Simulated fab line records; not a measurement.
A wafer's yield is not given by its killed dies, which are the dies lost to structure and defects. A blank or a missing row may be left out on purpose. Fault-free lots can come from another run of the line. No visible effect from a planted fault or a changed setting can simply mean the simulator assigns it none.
Which tool did it? :: flow gf180mcu :: 7 lots, 21 wafers sampled, at 1 step of a route of 602

== WHAT THE GAUGES SHOWED, per wafer ==
GF_V5_RS_MEAS_24: measures by four-point-probe.
lot: L791
measured: day 27 13:19
on: filmMetro-01
V5_W_RS (ohm/sq): 0.331 0.332 0.331

lot: L793
measured: day 28 04:59
on: filmMetro-01
V5_W_RS (ohm/sq): 0.328 0.323 0.324

lot: L795
measured: day 29 02:06
on: filmMetro-02
V5_W_RS (ohm/sq): 0.329 0.327 0.332

lot: L797
measured: day 29 10:35
on: filmMetro-01
V5_W_RS (ohm/sq): 0.333 0.333 0.333

lot: L806
measured: day 32 00:00
on: filmMetro-02
V5_W_RS (ohm/sq): 0.328 0.324 0.324

lot: L809
measured: day 32 15:49
on: filmMetro-01
V5_W_RS (ohm/sq): 0.328 0.327 0.330

lot: L811
measured: day 33 05:11
on: filmMetro-04
V5_W_RS (ohm/sq): 0.333 0.333 0.334

== WHICH TOOL RAN EACH LOT (tool, then ch and the chambers of the sampled wafers, then the start) ==
Before these readings, the record contains no process step.

== THE ANSWER, worked out from the rows above alone ==
Rule: the lots themselves supply what counts as usual. The widest of any qualifying gaps counts: lots, ordered by their means at a reading, are off when they make up no more than a third of the lots, leave a main group of 4 or more, and stand apart from it by 3 or more times the standard deviation of that group's means. The tables above print the reading to a certain number of digits; a main group whose means all agree to those digits is not used. Also off: a lot with no number at a reading for which 4 or more lots have one. Where the step has rows for the other lots, those lots are counted as sound.
Across all readings shown, no lot is off: no conclusion can be drawn from this.

== WHAT THE SIMULATOR HAD INSERTED ==
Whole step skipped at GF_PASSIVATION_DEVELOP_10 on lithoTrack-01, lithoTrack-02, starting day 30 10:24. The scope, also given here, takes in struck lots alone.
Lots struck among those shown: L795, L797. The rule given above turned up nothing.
